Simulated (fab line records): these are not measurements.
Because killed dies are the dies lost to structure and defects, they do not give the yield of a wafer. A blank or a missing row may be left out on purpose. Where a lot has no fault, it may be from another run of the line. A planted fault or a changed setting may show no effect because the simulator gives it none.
A lot that was struck, set against a sound lot    flow sfq-line    13 steps out of a route of 325
Sound: these wafers, L558.1, L558.2, L558.3. Struck: wafers L548.1, L548.2, L548.4. Last of all comes the cause.
At each step with rows: each side's tool, then ch and its chambers, then its first start. Under that, the readings that differ: sound wafers    struck wafers    difference of the means    sigmas: that difference in standard deviations of wafers without a fault.
alike: readings whose means differ by less than 2 such deviations, and words and numbers that are the same on both sides. not compared: withheld readings, readings that some wafer has no value for, bounds like >300 that may hide the same value, and numbers for which the record gives no deviation and whose values overlap.
A row with sigmas, a row that says differs or no value, or rows on one side alone: a step with any of these is where the two part. Numbers that don't overlap but have no deviation are shown without sigmas and don't part them. A reading missing from all wafers of one side parts the sides only when that side holds two or more wafers.

first, 4 steps without rows for these wafers: SFQ_TRILAYER_M1_LITHO_COAT_044 (resist thk 62 nm); SFQ_TRILAYER_M1_LITHO_COAT_039 (resist thk 600 nm); SFQ_TRILAYER_M1_LITHO_SOFTBAKE_043; SFQ_TRILAYER_M1_LITHO_EXPOSE_040 (exposes mask M1, target cd 500 nm).
SFQ_TRILAYER_M1_LITHO_PEB_042: peb time 61.81 s.
  sound on litho-track-01 ch 0, day 19 03:41; struck on litho-track-01 ch 0, day 15 19:26
  alike: plate-sensor-t-centre-C, plate-sensor-t-edge-C
then, 1 step without rows for these wafers: SFQ_TRILAYER_M1_LITHO_DEVELOP_041 (time 60 s).
SFQ_M1_OVL_MEAS_911:
  sound: overlay-02 at day 19 03:59; struck: overlay-02 at day 15 19:44
  alike: M1_OVL
SFQ_TRILAYER_M1_BARC_OPEN_METAL_ETCH_054: etches BARC in O2, target depth 125 nm, time 41.7 s.
  sound on rie-metal-03 ch 0,1, day 19 04:02; struck on rie-metal-03 ch 0,1, day 15 19:47
  alike: drypump-motor-current-A, oes-product-au
  not compared: rf-hours-counter-h
SFQ_TRILAYER_M1_ETCH_METAL_ETCH_042: etches Nb in Cl2/Ar, stops on SiO2, target depth 240 nm, time 120 s.
  sound on rie-metal-03 ch 0,1, day 19 04:05; struck on rie-metal-03 ch 0,1, day 15 19:50
  alike: drypump-motor-current-A, oes-product-au
  not compared: rf-hours-counter-h
SFQ_TRILAYER_M1_STRIP_STRIP_043: strips in O2.
  sound on rie-metal-03 ch 0,1, day 19 04:13; struck on rie-metal-03 ch 0,1, day 15 19:58
  alike: drypump-motor-current-A, oes-product-au
  not compared: rf-hours-counter-h
then, 1 step without rows for these wafers: SFQ_TRILAYER_M1_STRIP_SOLV_CLEAN_044 (cleans in NMP, time 600 s).
SFQ_TRILAYER_I1_DEP_PECVD_045: deposits SiO2 from SiH4/N2O, time 111.11 s, target thk 500 nm.
  sound on pecvd-02 ch 0,1,2, day 19 04:59; struck on pecvd-02 ch 0,1,2, day 15 20:44
reading                                              sound              struck             difference  sigmas
run-length-s (s)                                     139.0 139.2 140.2  136.6 134.9 134.7  -4.1        -6
model.SiO2_of_TRILAYER_I1_DEP_PECVD_045.thk-nm (nm)  497.4 500.7 502.6  487.3 486.1 488.7  -12.9       
  alike: heater-power-w, throttle-valve-pct
SFQ_TRILAYER_I1_CMP_CMP_046: polishes SiO2.
  sound on cmp-01 ch 0,1,2, day 19 05:04; struck on cmp-02 ch 0,1,3, day 16 05:22
  alike: edge-zone-pressure-frac, motor-current-A, time-to-endpoint-s

## WHERE THEY PART
SFQ_TRILAYER_I1_DEP_PECVD_045 only, going by this record. Later steps at which nothing parts them and some readings are alike: SFQ_TRILAYER_I1_CMP_CMP_046.

WHY: what had been put in by the simulator
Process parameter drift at SFQ_TRILAYER_I1_DEP_PECVD_045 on pecvd-02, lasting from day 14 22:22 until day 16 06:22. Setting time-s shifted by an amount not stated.
